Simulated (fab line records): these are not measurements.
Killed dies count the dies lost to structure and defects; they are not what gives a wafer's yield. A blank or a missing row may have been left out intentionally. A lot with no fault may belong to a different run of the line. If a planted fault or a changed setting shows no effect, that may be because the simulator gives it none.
fab line records	flow sky130
record lots=7	wafers=21	lastDay=50
route steps=708 shown VIA4@645 METAL5@661 PAD_OPEN@708
lots with no fault: from the same line, run without faults
startH: hours from the record's first day to the start of the lot's first wafer shown	waitH: how many hours have passed since the lot's step before this one	" as in the row above	L1.1+2: one row covering several wafers at once	- no value present, or no start provided	* or withheld: withheld	< > ~ a bound
route shown NAME@n: NAME is a module with steps in the file, n the number in the route of the first one	usual: mean and standard deviation over wafers with no fault	same: alike in all rows	chamber/n: place in a boat	sites: per-site readings	_std_site: their standard deviation	_edge_site: inner sites' mean taken away from outer sites' mean	radiusMm: for every site, how far away it sits from the centre of the wafer	mask NAME#n: copy n	behind: the tool/chamber that last shaped the wafer	hold: why the lot went on hold/how many hours it stayed there/how the hold came to an end	device: whichever transistor did not switch (one of n, p or np)	end of line: the tests these same wafers got at the end of their route	for a step that has no rows: nothing shown but its recipe	killed: the dies lost at the first sort to structure and to defects; this is not the yield of the wafer	map: the dies of a wafer, with x for killed, . for not killed, _ for no die there
set.NAME: the setting the step ran with; set.NAME@STEP: the setting that earlier step ran with	model.NAME: the simulator's own value behind a step, which no gauge read
lots at selected steps of the route; one table per step, one row per wafer
services: a tool's chamber out of use, with start hour (startH, from the record's first day; less than 0 if before it), hours out, and reason
## steps
# step SKY_VIA4_COAT_06
# recipe resist=NOVOLAK	spinRpm=3000	resistThkNm=1140
# step SKY_VIA4_SOFTBAKE_07
# recipe tempC=90	timeS=60	resist=NOVOLAK
# step SKY_VIA4_EXPOSE_08
# recipe maskId=VIM4	na=0.6	sourceShape=conventional	sigmaOuter=0.6	polarization=unpolarized	targetCdNm=800	doseMj=132
# step SKY_VIA4_PEB_09
# recipe tempC=withheld	timeS=*	resist=NOVOLAK
# step SKY_VIA4_DEVELOP_10
# recipe resist=NOVOLAK	developer=TMAH	developTimeS=60	devTempC=23
# step SKY_VIA4_OVL_MEAS_11
# usual VIA4_OVL=-0.7/1.3
lot.wafer	tool	chamber	startH	waitH	VIA4_OVL[nm]
L962.1	overlay-02	-	1011.89	0.1	0.2
L962.3	"	-	"	"	0.5
L962.5	"	-	"	"	0.4
L963.2	overlay-01	-	1018.10	0.1	-1.1
L963.4	"	-	"	"	-2.4
L963.6	"	-	"	"	-2.7
L965.3	overlay-01	-	1035.46	0.1	-1.1
L965.4	"	-	"	"	0.9
L965.5	"	-	"	"	-1.2
L966.1	overlay-02	-	1037.54	0.1	-1.1
L966.4	"	-	"	"	-0.3
L966.6	"	-	"	"	-1.1
L968.2	overlay-02	-	1050.85	0.1	-1.5
L968.3	"	-	"	"	-0.5
L968.6	"	-	"	"	-0.6
L969.1	overlay-02	-	1053.76	0.1	-1.5
L969.4	"	-	"	"	-0.8
L969.5	"	-	"	"	-0.8
L982.2	overlay-01	-	1133.60	0.1	-0.7
L982.3	"	-	"	"	-0.7
L982.4	"	-	"	"	0.5
# step SKY_VIA4_ETCH_12
# recipe target=SiO2	chemistry=C4F8/O2/Ar	stopOn=TiN	maskMaterial=NOVOLAK	sourceW=1500	biasW=1200	pressureMtorr=40	c4f8FlowSccm=withheld	O2_flow_sccm=6	Ar_flow_sccm=300	timeS=withheld	targetDepthA=5800
# usual oesProductAu=0.926/0.0048
lot.wafer	tool	chamber	startH	waitH	oesProductAu
L962.1	rieDiel-03	0	1011.93	0.0	0.924
L962.3	"	1	"	"	0.928
L962.5	"	3	"	"	0.922
L963.2	rieDiel-01	3	1018.13	0.0	0.929
L963.4	"	0	"	"	0.923
L963.6	"	1	"	"	0.931
L965.3	rieDiel-04	2	1035.48	0.0	0.933
L965.4	"	1	"	"	0.924
L965.5	"	0	"	"	0.931
L966.1	rieDiel-04	3	1037.58	0.0	0.924
L966.4	"	2	"	"	0.929
L966.6	"	2	"	"	0.926
L968.2	rieDiel-04	2	1050.88	0.0	0.916
L968.3	"	0	"	"	0.922
L968.6	"	0	"	"	0.924
L969.1	rieDiel-01	3	1053.79	0.0	0.916
L969.4	"	0	"	"	0.925
L969.5	"	0	"	"	0.930
L982.2	rieDiel-03	2	1133.63	0.0	0.929
L982.3	"	0	"	"	0.929
L982.4	"	1	"	"	0.931
# step SKY_VIA4_STRIP_13
# recipe chemistry=O2/N2	powerW=1400	pressureMtorr=1500	platenTempC=withheld	o2FlowSccm=3000	n2FlowSccm=300	overashFraction=0.5
# usual drypumpMotorCurrentA=5.7/0.47	o2FlowSccm=3000/9	oesProductAu=0.709/0.0042	stripTimeToEndpointS=12.80/0.033
lot.wafer	tool	chamber	startH	waitH	drypumpMotorCurrentA	o2FlowSccm	oesProductAu	rfHoursCounterH	stripTimeToEndpointS
L962.1	plasmaAsher-03	1	1012.00	-	5.7	3005	0.712	58	12.86
L962.3	"	0	"	"	5.3	2998	0.709	-	12.78
L962.5	"	0	"	"	5.3	3011	0.713	-	12.86
L963.2	plasmaAsher-02	1	1018.20	-	6.5	3001	0.713	27	12.83
L963.4	"	1	"	"	6.4	3005	0.716	-	12.83
L963.6	"	0	"	"	6.3	2991	0.710	-	12.85
L965.3	plasmaAsher-04	1	1035.59	-	5.6	3006	0.714	-	12.77
L965.4	"	0	"	"	5.1	2995	0.712	-	12.76
L965.5	"	0	"	"	5.1	3000	0.706	-	12.76
L966.1	plasmaAsher-02	1	1037.65	-	6.5	2994	0.709	29	12.82
L966.4	"	1	"	"	6.4	2995	0.715	-	12.84
L966.6	"	0	"	"	6.3	3005	0.700	-	12.85
L968.2	plasmaAsher-02	0	1050.95	-	6.3	3010	0.709	30	12.83
L968.3	"	0	"	"	6.3	3006	0.707	-	12.77
L968.6	"	0	"	"	6.3	3006	0.712	-	12.80
L969.1	plasmaAsher-04	0	1053.87	-	5.2	2996	0.708	117	12.77
L969.4	"	0	"	"	5.1	2984	0.704	-	12.77
L969.5	"	0	"	"	5.1	2986	0.708	-	12.77
L982.2	plasmaAsher-04	1	1133.70	-	5.7	2988	0.706	5	12.81
L982.3	"	0	"	"	5.1	3001	0.709	-	12.78
L982.4	"	1	"	"	5.7	2981	0.711	-	12.81
# step SKY_VIA4_STRIP_14
# recipe chemistry=postEtchResidueRemover	timeS=1200	tempC=72.5
# step SKY_VIA4_CLEAN_15
# recipe chemistry=IPA	timeS=180	tempC=25
# step SKY_VIA4_CLEAN_16
# recipe chemistry=O3/DIW	dry=n2Spin
# step SKY_VIA4_SPUTTER_17
# recipe material=TiN	targetThkNm=20	chamberPressurePa=5	powerW=4000	timeS=80
# usual throttleValvePct=29.9/1.2
lot.wafer	tool	chamber	startH	waitH	throttleValvePct
L962.1	pvdSputter-03	-	1012.61	0.0	29.3
L962.3	"	-	"	"	27.8
L962.5	"	-	"	"	29.3
L963.2	pvdSputter-03	-	1018.80	0.0	28.0
L963.4	"	-	"	"	28.9
L963.6	"	-	"	"	29.6
L965.3	pvdSputter-02	-	1036.14	0.0	31.1
L965.4	"	-	"	"	30.0
L965.5	"	-	"	"	29.8
L966.1	pvdSputter-02	-	1038.28	0.0	29.5
L966.4	"	-	"	"	29.8
L966.6	"	-	"	"	29.1
L968.2	pvdSputter-01	-	1051.69	0.0	31.9
L968.3	"	-	"	"	31.6
L968.6	"	-	"	"	31.6
L969.1	pvdSputter-03	-	1054.49	0.0	28.5
L969.4	"	-	"	"	28.0
L969.5	"	-	"	"	29.5
L982.2	pvdSputter-02	-	1134.29	0.0	29.4
L982.3	"	-	"	"	29.6
L982.4	"	-	"	"	31.0
# step SKY_VIA4_CVD_18
# recipe material=W	targetThkNm=505	timeS=152.14	tempC=400	pressureTorr=40
# usual heaterPowerW=845/54	susceptorTempC=400.01/0.21
lot.wafer	tool	chamber	startH	waitH	heaterPowerW	susceptorTempC	model.W_of_VIA4_CVD_18.thkNm
L962.1	cvdW-01	1	1012.67	0.0	863	399.73	505
L962.3	"	0	"	"	758	399.82	501.9
L962.5	"	1	"	"	900	400.21	509.8
L963.2	cvdW-01	1	1018.86	0.0	877	399.97	508.2
L963.4	"	1	"	"	879	400.37	505.1
L963.6	"	0	"	"	771	399.94	502.4
L965.3	cvdW-01	0	1036.31	0.1	724	387.97	406
L965.4	"	0	"	"	728	388.29	405.5
L965.5	"	0	"	"	728	387.89	405.3
L966.1	cvdW-01	0	1038.34	0.0	719	388.15	399.5
L966.4	"	0	"	"	725	388.48	402.9
L966.6	"	0	"	"	732	388.33	404.5
L968.2	cvdW-02	0	1051.75	0.0	877	399.99	500.5
L968.3	"	0	"	"	889	400.03	502.2
L968.6	"	1	"	"	863	399.91	520
L969.1	cvdW-01	0	1054.55	0.0	713	387.85	399.1
L969.4	"	0	"	"	728	387.74	400.7
L969.5	"	1	"	"	897	400.12	499.5
L982.2	cvdW-02	0	1134.36	0.0	920	399.78	497.1
L982.3	"	1	"	"	871	399.67	518
L982.4	"	0	"	"	880	399.58	501.9
# step SKY_VIA4_RS_MEAS_19
# recipe thkMeasGauge=four-point-probe	reads=W_of_VIA4_CVD_18+TiN_of_VIA4_SPUTTER_17
# usual VIA4_W_RS=0.228/0.003
lot.wafer	tool	chamber	startH	waitH	VIA4_W_RS[ohm/sq]
L962.1	filmMetro-02	-	1012.82	0.1	0.227
L962.3	"	-	"	"	0.228
L962.5	"	-	"	"	0.225
L963.2	filmMetro-01	-	1019.03	0.1	0.225
L963.4	"	-	"	"	0.227
L963.6	"	-	"	"	0.228
L965.3	filmMetro-03	-	1036.55	0.2	0.283
L965.4	"	-	"	"	0.282
L965.5	"	-	"	"	0.283
L966.1	filmMetro-01	-	1038.65	0.3	0.287
L966.4	"	-	"	"	0.286
L966.6	"	-	"	"	0.285
L968.2	filmMetro-03	-	1051.92	0.1	0.229
L968.3	"	-	"	"	0.228
L968.6	"	-	"	"	0.220
L969.1	filmMetro-02	-	1054.72	0.1	0.287
L969.4	"	-	"	"	0.286
L969.5	"	-	"	"	0.229
L982.2	filmMetro-01	-	1134.53	0.1	0.230
L982.3	"	-	"	"	0.221
L982.4	"	-	"	"	0.228
# step SKY_VIA4_THK_MEAS_20
# recipe thkMeasGauge=xrf	reads=W_of_VIA4_CVD_18
# usual VIA4_W_THK=495/6.5
lot.wafer	tool	chamber	startH	waitH	VIA4_W_THK[nm]
L962.1	filmMetro-02	-	1012.94	0.1	496
L962.3	"	-	"	"	496
L962.5	"	-	"	"	501
L963.2	filmMetro-01	-	1019.14	0.1	500
L963.4	"	-	"	"	500
L963.6	"	-	"	"	497
L965.3	filmMetro-03	-	1036.65	0.1	398
L965.4	"	-	"	"	396
L965.5	"	-	"	"	397
L966.1	filmMetro-01	-	1038.77	0.1	395
L966.4	"	-	"	"	397
L966.6	"	-	"	"	399
L968.2	filmMetro-03	-	1052.03	0.1	491
L968.3	"	-	"	"	493
L968.6	"	-	"	"	509
L969.1	filmMetro-02	-	1054.84	0.1	397
L969.4	"	-	"	"	400
L969.5	"	-	"	"	499
L982.2	filmMetro-01	-	1134.64	0.1	489
L982.3	"	-	"	"	510
L982.4	"	-	"	"	494
# step SKY_VIA4_CMP_21
# recipe stopOn=SiO2	tOverpolishS=25	downForcePsi=3.5	platenRpm=60	targetThkNm=0	padVelocityMS=0.94248
# usual edgeZonePressureFrac=1.000/0.0047	motorCurrentA=11.5/1.1	timeToEndpointS=119/6.1
lot.wafer	tool	chamber	startH	waitH	edgeZonePressureFrac	motorCurrentA	timeToEndpointS
L962.3	cmp-01	2	1013.48	0.5	1.001	12.0	122
L962.1	"	3	"	"	1.007	12.3	122
L962.5	"	0	"	"	1.007	10.9	119
L963.2	cmp-01	2	1019.24	0.1	1.001	11.4	129
L963.4	"	3	"	"	0.999	11.7	122
L963.6	"	2	"	"	0.991	12.2	124
L965.4	cmp-02	3	1036.79	0.1	0.999	9.6	90
L965.3	"	0	"	"	1.001	13.8	100
L965.5	"	2	"	"	1.004	11.6	91
L966.4	cmp-02	1	1038.93	0.1	1.008	11.2	92
L966.1	"	2	"	"	0.994	11.6	86
L966.6	"	0	"	"	1.003	14.4	100
L968.3	cmp-02	2	1052.14	0.1	1.001	11.9	112
L968.2	"	0	"	"	1.010	13.5	123
L968.6	"	2	"	"	1.000	11.9	118
L969.4	cmp-02	2	1055.13	0.2	1.000	11.4	92
L969.1	"	3	"	"	1.001	10.0	92
L969.5	"	3	"	"	1.002	9.6	114
L982.4	cmp-02	3	1134.86	0.2	0.999	10.1	111
L982.2	"	0	"	"	1.003	14.2	122
L982.3	"	1	"	"	1.003	11.2	120
# step SKY_METAL5_SPUTTER_00
# recipe material=Ti	targetThkNm=15	powerW=3000	timeS=10	chamberPressurePa=0.4
# usual throttleValvePct=30.3/1.1
lot.wafer	tool	chamber	startH	waitH	throttleValvePct
L962.1	pvdSputter-04	-	1013.68	0.1	30.8
L962.3	"	-	"	"	29.6
L962.5	"	-	"	"	30.7
L963.2	pvdSputter-04	-	1019.49	0.2	30.8
L963.4	"	-	"	"	28.7
L963.6	"	-	"	"	30.9
L965.3	pvdSputter-01	-	1036.99	0.1	29.3
L965.4	"	-	"	"	31.9
L965.5	"	-	"	"	29.0
L966.1	pvdSputter-01	-	1039.13	0.1	31.6
L966.4	"	-	"	"	31.9
L966.6	"	-	"	"	29.2
L968.2	pvdSputter-02	-	1052.39	0.1	28.9
L968.3	"	-	"	"	29.6
L968.6	"	-	"	"	30.9
L969.1	pvdSputter-02	-	1055.43	0.2	29.3
L969.4	"	-	"	"	29.4
L969.5	"	-	"	"	29.0
L982.2	pvdSputter-01	-	1135.16	0.2	31.8
L982.3	"	-	"	"	31.5
L982.4	"	-	"	"	31.4
# step SKY_PAD_OPEN_PROBE_99
# usual defectLimitedYield=82.3/2.1	killed_at_M0_to_M3=45/6.9	killed_at_M4_up=3.1/1.7	killedAtContacts=24/5.7	killedAtFrontEnd=15/4.6	killedAtOther=0.3/0.57	killedDies=87/10	killedOpen=48/7.4	killedShort=39/6.7	sort_bin_3_pad_short=0.9/0.41	sort_bin_5_function=10.4/1.5	sort_bin_6_memory=6.4/1.1	sortNPass=405/10	sortYieldPct=82.3/2.1
# same grossDies=492	killedAtBackSide=0	sort_bin_4_leakage[%]=0	sort_bin_8_speed[%]=0
lot.wafer	tool	chamber	startH	waitH	defectLimitedYield[%]	killed_at_M0_to_M3	killed_at_M4_up	killedAtContacts	killedAtFrontEnd	killedAtOther	killedDies	killedOpen	killedShort	sort_bin_3_pad_short[%]	sort_bin_5_function[%]	sort_bin_6_memory[%]	sortNPass	sortYieldPct[%]
L963.2	prober-01	-	1088.63	0.1	79.7	55	5	29	11	0	100	55	45	1.0	13.0	6.3	392	79.7
L963.4	prober-01	-	1088.73	0.2	78.0	52	3	35	18	0	108	54	54	2.0	11.0	8.9	384	78.0
L963.6	prober-01	-	1088.83	0.2	75.2	62	3	34	23	0	122	65	57	1.4	14.4	8.9	370	75.2
L965.3	prober-01	-	1105.00	0.2	82.1	52	2	25	9	0	88	47	41	0.6	11.0	6.3	404	82.1
L965.4	prober-01	-	1105.05	0.2	82.9	43	3	25	13	0	84	51	33	1.2	9.3	6.5	408	82.9
L965.5	prober-01	-	1105.10	0.2	78.9	50	5	34	15	0	104	65	39	1.0	12.0	8.1	388	78.9
L966.1	prober-02	-	1108.96	0.1	85.0	37	3	22	12	0	74	36	38	0.4	8.7	5.9	418	85.0
L966.4	prober-02	-	1109.11	0.2	79.1	44	2	40	17	0	103	49	54	0.8	12.6	7.5	389	79.1
L966.6	prober-02	-	1109.21	0.2	84.1	36	3	24	15	0	78	36	42	0.6	8.9	6.3	414	84.1
L968.2	prober-01	-	1118.82	0.1	83.3	52	3	15	12	0	82	40	42	1.2	11.0	4.5	410	83.3
L968.3	prober-01	-	1118.87	0.2	86.8	37	1	19	8	0	65	38	27	0.6	8.5	4.1	427	86.8
L968.6	prober-01	-	1119.02	0.2	83.1	46	2	24	11	0	83	43	40	1.0	9.1	6.7	409	83.1
L969.1	prober-02	-	1120.71	0.1	82.7	34	3	22	26	0	85	36	49	1.8	10.2	5.3	407	82.7
L969.4	prober-02	-	1120.86	0.2	84.3	42	2	14	19	0	77	47	30	1.0	9.8	4.9	415	84.3
L969.5	prober-02	-	1120.91	0.2	80.1	45	3	26	24	0	98	53	45	0.8	11.0	8.1	394	80.1
L982.2	prober-01	-	1192.17	0.1	82.5	52	8	14	12	0	86	50	36	1.0	9.3	7.1	406	82.5
L982.3	prober-01	-	1192.22	0.2	83.3	39	3	23	16	1	82	47	35	1.0	8.5	7.1	410	83.3
L982.4	prober-01	-	1192.27	0.2	82.5	52	3	20	11	0	86	47	39	1.6	11.2	4.7	406	82.5
# killed by level:class
L963.2 VIA1:geometricParticle:open=9 CONTACT:geometricParticle:open=8 LI_CONTACT:geometricParticle:open=8 METAL1:geometricParticle:short=8 VIA2:geometricParticle:open=8 LOCAL_INTERCONNECT:geometricParticle:short=7 METAL2:geometricParticle:open=6 VIA3:geometricParticle:open=6
L963.4 CONTACT:geometricParticle:open=13 VIA1:geometricParticle:open=10 LI_CONTACT:geometricParticle:open=9 VIA3:geometricParticle:open=9 VIA2:geometricParticle:short=7 CONTACT:geometricParticle:short=7 METAL1:geometricParticle:short=7 VIA1:geometricParticle:short=6
L963.6 VIA3:geometricParticle:open=12 VIA1:geometricParticle:open=12 VIA2:geometricParticle:open=10 METAL1:geometricParticle:short=10 FIELD_ISO:geometricParticle:open=9 CONTACT:geometricParticle:open=9 CONTACT:geometricParticle:short=9 LI_CONTACT:geometricParticle:open=6
L965.3 VIA1:geometricParticle:open=13 LI_CONTACT:geometricParticle:open=9 CONTACT:geometricParticle:open=9 METAL1:geometricParticle:short=8 VIA1:geometricParticle:short=8 METAL2:geometricParticle:short=7 VIA3:geometricParticle:open=5 FIELD_ISO:geometricParticle:short=3
L965.4 CONTACT:geometricParticle:open=11 VIA2:geometricParticle:open=9 VIA1:geometricParticle:open=7 LI_CONTACT:geometricParticle:open=6 CONTACT:geometricParticle:short=5 POLY_GATE:geometricParticle:open=5 VIA1:geometricParticle:short=5 VIA3:geometricParticle:short=5
L965.5 CONTACT:geometricParticle:open=17 VIA1:geometricParticle:open=16 VIA2:geometricParticle:open=9 LI_CONTACT:geometricParticle:open=8 VIA1:geometricParticle:short=8 POLY_GATE:geometricParticle:open=5 METAL2:geometricParticle:short=5 METAL1:geometricParticle:short=4
L966.1 CONTACT:geometricParticle:open=9 LI_CONTACT:geometricParticle:open=8 VIA1:geometricParticle:open=7 METAL2:geometricParticle:short=6 METAL3:geometricParticle:short=5 FIELD_ISO:geometricParticle:short=4 LI_CONTACT:geometricParticle:short=4 VIA2:geometricParticle:short=4
L966.4 LI_CONTACT:geometricParticle:open=9 CONTACT:geometricParticle:open=9 LOCAL_INTERCONNECT:geometricParticle:short=8 METAL2:geometricParticle:short=7 VIA1:geometricParticle:open=7 LI_CONTACT:geometricParticle:short=6 CONTACT:geometricParticle:short=6 METAL1:geometricParticle:short=6
L966.6 CONTACT:geometricParticle:short=9 VIA1:geometricParticle:open=7 FIELD_ISO:geometricParticle:short=6 LI_CONTACT:geometricParticle:open=6 VIA1:geometricParticle:short=6 METAL2:geometricParticle:short=6 FIELD_ISO:geometricParticle:open=5 CONTACT:geometricParticle:open=4
L968.2 VIA1:geometricParticle:open=19 METAL2:geometricParticle:short=7 CONTACT:geometricParticle:short=6 METAL1:geometricParticle:short=5 VIA2:geometricParticle:open=5 VIA3:geometricParticle:open=4 VIA1:geometricParticle:short=3 POLY_GATE:geometricParticle:short=3
L968.3 CONTACT:geometricParticle:open=9 VIA2:geometricParticle:open=8 LI_CONTACT:geometricParticle:open=6 VIA1:geometricParticle:open=6 METAL2:geometricParticle:short=6 METAL1:geometricParticle:short=5 METAL3:geometricParticle:short=4 POLY_GATE:geometricParticle:short=3
L968.6 CONTACT:geometricParticle:open=12 VIA1:geometricParticle:short=9 VIA1:geometricParticle:open=9 METAL2:geometricParticle:short=7 METAL1:geometricParticle:short=6 VIA2:geometricParticle:open=6 VIA3:geometricParticle:open=6 CONTACT:geometricParticle:short=5
L969.1 POLY_GATE:geometricParticle:open=8 FIELD_ISO:geometricParticle:short=7 CONTACT:geometricParticle:open=6 METAL2:geometricParticle:short=6 FIELD_ISO:geometricParticle:open=5 POLY_GATE:geometricParticle:short=5 LI_CONTACT:geometricParticle:open=5 METAL1:geometricParticle:short=5
L969.4 VIA1:geometricParticle:open=11 VIA3:geometricParticle:open=9 FIELD_ISO:geometricParticle:open=7 VIA2:geometricParticle:open=7 LOCAL_INTERCONNECT:geometricParticle:short=7 POLY_GATE:geometricParticle:open=4 FIELD_ISO:geometricParticle:short=3 CONTACT:geometricParticle:open=3
L969.5 VIA1:geometricParticle:open=10 CONTACT:geometricParticle:open=9 VIA3:geometricParticle:open=8 METAL1:geometricParticle:short=8 POLY_GATE:geometricParticle:open=7 VIA1:geometricParticle:short=7 CONTACT:geometricParticle:short=6 VIA2:geometricParticle:open=5
L982.2 VIA1:geometricParticle:open=14 METAL2:geometricParticle:short=9 METAL1:geometricParticle:short=7 VIA2:geometricParticle:open=7 VIA3:geometricParticle:open=6 CONTACT:geometricParticle:short=5 CONTACT:geometricParticle:open=5 METAL4:geometricParticle:short=5
L982.3 VIA1:geometricParticle:open=14 VIA3:geometricParticle:open=9 CONTACT:geometricParticle:open=7 FIELD_ISO:geometricParticle:open=5 VIA1:geometricParticle:short=5 FIELD_ISO:geometricParticle:short=4 LI_CONTACT:geometricParticle:short=4 LI_CONTACT:geometricParticle:open=4
L982.4 VIA2:geometricParticle:open=9 CONTACT:geometricParticle:open=8 VIA1:geometricParticle:open=7 VIA2:geometricParticle:short=6 LI_CONTACT:geometricParticle:open=5 VIA3:geometricParticle:short=5 VIA1:geometricParticle:short=5 VIA3:geometricParticle:open=5
## services
tool	chamber	startH	hours	kind
rieDiel-01	-	988.84	5.2	repair
cvdW-01	-	989.20	6.9	pm
pvdSputter-01	-	990.27	3.0	repair
cmp-02	-	991.10	9.3	repair
pvdSputter-02	-	994.42	3.8	repair
plasmaAsher-02	-	1001.97	5.1	repair
pvdSputter-02	-	1002.90	4.4	repair
cvdW-01	-	1003.70	2.7	repair
rieDiel-04	1	1007.97	4.5	repair
cmp-02	-	1010.09	7.9	pm
pvdSputter-02	-	1019.95	2.1	repair
cvdW-01	-	1026.30	0.6	repair
pvdSputter-03	-	1026.80	2.7	repair
cvdW-01	1	1033.40	7.3	repair
rieDiel-04	2	1037.73	9.1	repair
rieDiel-04	1	1045.96	9.5	repair
pvdSputter-01	-	1054.18	9.4	repair
plasmaAsher-04	-	1055.25	9.0	pm
plasmaAsher-02	-	1072.80	1.4	repair
cmp-02	-	1075.85	2.2	repair
cmp-02	-	1095.48	3.0	repair
plasmaAsher-04	-	1105.69	16.1	repair
rieDiel-04	1	1107.77	2.5	repair
cmp-02	-	1113.85	0.3	repair
## key
firstSign step=SKY_VIA4_CVD_18	reading=susceptorTempC	direction=down	sigmas=58	usual=*	struck=*
effect step=SKY_VIA4_CVD_18	reading=heaterPowerW	direction=down	sigmas=2.2	usual=*	struck=*
effect step=SKY_VIA4_RS_MEAS_19	reading=VIA4_W_RS	direction=up	sigmas=19	usual=0.228	struck=0.285
effect step=SKY_VIA4_THK_MEAS_20	reading=VIA4_W_THK	direction=down	sigmas=15	usual=495	struck=397
effect step=SKY_VIA4_CMP_21	reading=timeToEndpointS	direction=down	sigmas=4.2	usual=*	struck=*
modelEffect step=SKY_VIA4_CVD_18	value=W_of_VIA4_CVD_18.thkNm	without=501.8	struck=402.9
metAt SKY_VIA4_CVD_18
struckWafers L965.3,L965.4,L965.5,L966.1,L966.4,L966.6,L969.1,L969.4
onsetBetween 1018.86 1036.31
fault kind=processParameterDrift	tool=cvdW-01	chamber=0	onsetH=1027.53	steps=SKY_VIA4_CVD_18	channel=tempC	offset=*	shape=step	endH=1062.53	actsIn=*	stated=*
